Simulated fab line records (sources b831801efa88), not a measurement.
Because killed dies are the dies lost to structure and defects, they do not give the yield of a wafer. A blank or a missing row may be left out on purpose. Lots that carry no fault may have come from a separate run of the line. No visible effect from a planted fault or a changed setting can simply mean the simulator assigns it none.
A struck lot beside a sound one ; flow sky130 ; 19 steps out of a route of 708
Sound: the wafers L191.2, L191.3, L191.4. Struck: wafer L184.6. (L184.5 of the same lot was not struck and is left out.) The cause comes at the end.
Each step with rows lists, per side, the tool, then ch with its chambers, then its first start. Under that, the readings that differ: sound wafers ; struck wafers ; difference of the means ; sigmas: that difference in standard deviations of wafers without a fault.
alike: readings whose means differ by less than 2 such deviations, and words and numbers that are the same on both sides. not compared: withheld readings, readings that some wafer has no value for, bounds like >300 that may hide the same value, and numbers for which the record gives no deviation and whose values overlap.
A row with sigmas, a row that says differs or no value, or rows on one side alone: a step with any of these is where the two part. Numbers that have no deviation but don't overlap get no sigmas and don't part them. Lack of a reading on every wafer of one side parts them only where that side has two or more wafers.

SKY_METAL4_STRIP_19: strips in O2/N2.
  sound on plasma-asher-02 ch 0,1, day 46 14:47; struck on plasma-asher-01 ch 0, day 45 00:56
  alike: drypump-motor-current-A, oes-product-au, strip-time-to-endpoint-s
  not compared: rf-hours-counter-h
then, 4 steps without rows for these wafers: SKY_METAL4_STRIP_20 (strips in post etch residue remover, time 1200 s); SKY_METAL4_CLEAN_21 (cleans in IPA, time 180 s); SKY_METAL4_CLEAN_22 (cleans in O3/DIW); SKY_VIA4_HDPCVD_00 (deposits SiO2, target thk 1750 nm, time 291.7 s).
SKY_VIA4_THK_MEAS_01:
  sound on film-metro-02 at day 46 15:34; struck on film-metro-03 at day 45 01:43
  alike: VIA4_HDPCVD_THK
SKY_VIA4_CMP_02: polishes SiO2.
  sound on cmp-01 ch 0,1,2, day 46 15:47; struck on cmp-02 ch 0, day 45 01:56
  alike: motor-current-A
SKY_VIA4_BOW_MEAS_03:
  sound on film-metro-01 at day 46 16:07; struck on film-metro-03 at day 45 02:07
  alike: VIA4_BOW
then, 4 steps without rows for these wafers: SKY_VIA4_DEHYDRATE_04 (time 60 s); SKY_VIA4_HMDS_05 (prime time 60 s); SKY_VIA4_COAT_06 (resist thk 1140 nm); SKY_VIA4_SOFTBAKE_07 (time 60 s).
SKY_VIA4_EXPOSE_08: exposes mask VIM4, target cd 800 nm.
  sound on iline-stepper-01 ch 0, day 47 02:54; struck on iline-stepper-02 ch 0, day 45 13:19
  alike: mask, focus-offset-nm
then, 2 steps without rows for these wafers: SKY_VIA4_PEB_09; SKY_VIA4_DEVELOP_10 (develop time 60 s).
SKY_VIA4_OVL_MEAS_11:
  sound on overlay-02 at day 47 12:33; struck on overlay-02 at day 45 23:40
  alike: VIA4_OVL
SKY_VIA4_ETCH_12: etches SiO2 in C4F8/O2/Ar, stops on TiN, target depth 580 nm.
  sound on rie-diel-04 ch 0,1,3, day 47 12:35; struck on rie-diel-04 ch 2, day 45 23:43
reading;sound;struck;difference;sigmas
model.VIA4.cd-nm (nm);801 802.1 799.1;837.5;+36.8;
  alike: oes-product-au
SKY_VIA4_STRIP_13: strips in O2/N2.
  sound on plasma-asher-03 ch 0,1, day 47 12:39; struck on plasma-asher-02 ch 0, day 45 23:49
reading;sound;struck;difference;sigmas
strip-time-to-endpoint-s (s);12.76 12.74 12.71;12.83;+0.09;+3
  alike: drypump-motor-current-A, oes-product-au
  not compared: rf-hours-counter-h
-- the record jumps here: 3 days lie between the struck wafers' starts before and after (it left off in module VIA4 and takes up again in module PAD_OPEN, whose first step shown is number 708 of the route) --
SKY_PAD_OPEN_PROBE_99:
  sound on prober-02 at day 50 01:37; struck on prober-01 at day 48 17:10
reading;sound;struck;difference;sigmas
model.etest.via4-chain.rc-ohm;0.7675 0.8352 0.8384;0.7628;-0.0509;
  alike: defect-limited-yield, killed_at_M0_to_M3, killed_at_M4_up, killed-at-contacts, killed-at-front-end, killed-at-other, killed-dies, killed-open, killed-short, sort_bin_3_pad_short, sort_bin_5_function, sort_bin_6_memory, sort-n-pass, sort-yield-pct

WHERE THEY PART
Only at SKY_VIA4_STRIP_13, as far as this record shows. Later steps at which nothing parts them and some readings are alike: SKY_PAD_OPEN_PROBE_99.

WHY: what had been put in by the simulator
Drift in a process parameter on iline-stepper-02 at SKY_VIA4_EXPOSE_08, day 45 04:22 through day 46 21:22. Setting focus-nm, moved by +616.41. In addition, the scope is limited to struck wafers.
